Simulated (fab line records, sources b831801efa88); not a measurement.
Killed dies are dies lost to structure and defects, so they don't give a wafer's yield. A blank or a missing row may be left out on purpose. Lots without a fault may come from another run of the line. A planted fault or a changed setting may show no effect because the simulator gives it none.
Which tool did it? | flow sfq_line | 13 lots, 38 wafers sampled, at 2 steps of a route of 325

WHAT THE GAUGES READ, wafer by wafer
The record holds no reading of a measuring or inspecting step that can be judged against a usual standard deviation.

WHICH TOOL RAN EACH LOT (tool, then ch and the chambers of the sampled wafers, then the start)
lot  | SFQ_TRILAYER_M6_LITHO_COAT_164    | SFQ_TRILAYER_M6_BARC_OPEN_METAL_ETCH_206
L671 | litho_track-02 ch 0, day 71 00:25 | rie_metal-01 ch 0,1, day 75 12:58
L672 | litho_track-01 ch 0, day 71 03:42 | rie_metal-02 ch 0,1, day 75 17:46
L673 | litho_track-02 ch 0, day 71 07:24 | rie_metal-02 ch 0,1, day 75 20:11
L674 | litho_track-03 ch 0, day 71 08:39 | rie_metal-03 ch 0,1, day 75 21:23
L675 | litho_track-03 ch 0, day 71 14:39 | rie_metal-02 ch 0,1, day 76 02:11
L676 | litho_track-03 ch 0, day 71 16:54 | rie_metal-03 ch 0,1, day 76 04:34
L677 | litho_track-02 ch 0, day 71 19:21 | rie_metal-01 ch 0,1, day 76 05:46
L681 | litho_track-03 ch 0, day 72 05:02 | rie_metal-01 ch 0,1, day 76 15:22
L685 | litho_track-03 ch 0, day 72 14:38 | rie_metal-01 ch 0,1, day 77 02:10
L688 | litho_track-02 ch 0, day 75 07:13 | rie_metal-03 ch 0,1, day 79 16:22
L689 | litho_track-01 ch 0, day 75 11:04 | rie_metal-01 ch 0,1, day 79 20:36
L690 | litho_track-02 ch 0, day 77 04:59 | rie_metal-01 ch 0,1, day 81 00:12
L693 | litho_track-01 ch 0, day 78 00:29 | rie_metal-03 ch 0,1, day 82 05:15
- SFQ_TRILAYER_M6_LITHO_COAT_164: resist thk 62 nm.
- SFQ_TRILAYER_M6_BARC_OPEN_METAL_ETCH_206: etches BARC in O2, target depth 125 nm, time 41.7 s.

WHAT THE TOOLS THEMSELVES READ (means of the sampled wafers that have a number; where no wafer has one, the mark that the record gives instead)
SFQ_TRILAYER_M6_BARC_OPEN_METAL_ETCH_206.
lot  | tool         | chamber_pressure_mTorr (mTorr) | drypump_motor_current_A (A) | oes_product_au (a.u.)
L671 | rie_metal-01 | 10.011                         | 5.47                        | 0.688
L672 | rie_metal-02 | 10.007                         | 5.76                        | 0.681
L673 | rie_metal-02 | 10.008                         | 5.75                        | 0.684
L674 | rie_metal-03 | 10.000                         | 5.84                        | 0.686
L675 | rie_metal-02 | 9.999                          | 6.02                        | 0.686
L676 | rie_metal-03 | 10.001                         | 5.87                        | 0.692
L677 | rie_metal-01 | 10.000                         | 5.49                        | 0.681
L681 | rie_metal-01 | 9.999                          | 5.46                        | 0.686
L685 | rie_metal-01 | 9.995                          | 5.47                        | 0.691
L688 | rie_metal-03 | 10.000                         | 5.81                        | 0.684
L689 | rie_metal-01 | 9.994                          | 5.47                        | 0.683
L690 | rie_metal-01 | 9.996                          | 5.49                        | 0.682
L693 | rie_metal-03 | 10.001                         | 5.87                        | 0.683

THE ANSWER, worked out from the rows above alone
Rule: what is usual is taken from the lots themselves. Put in order of their means at a reading, lots are off if they are a third of the lots or fewer, leave a main group of 4 or more, and stand apart from it by a gap of 3 or more times the standard deviation of the main group's means; of several such gaps the widest counts. A main group whose means are all the same, to the digits that the tables above print for the reading, isn't used. A lot without any number at a reading at which 4 lots or more have one is off too. The other lots that the step has rows for count as sound. The gauges are gone through in route order, then the tools' own readings, and for those a lot's mean is taken as printed above. The first step at which some lot is off is used, and at that step the reading that is off furthest; a lot without a number counts as furthest.
No lot is off at any reading shown: from this, nothing can be told.

WHAT THE SIMULATOR HAD PUT IN
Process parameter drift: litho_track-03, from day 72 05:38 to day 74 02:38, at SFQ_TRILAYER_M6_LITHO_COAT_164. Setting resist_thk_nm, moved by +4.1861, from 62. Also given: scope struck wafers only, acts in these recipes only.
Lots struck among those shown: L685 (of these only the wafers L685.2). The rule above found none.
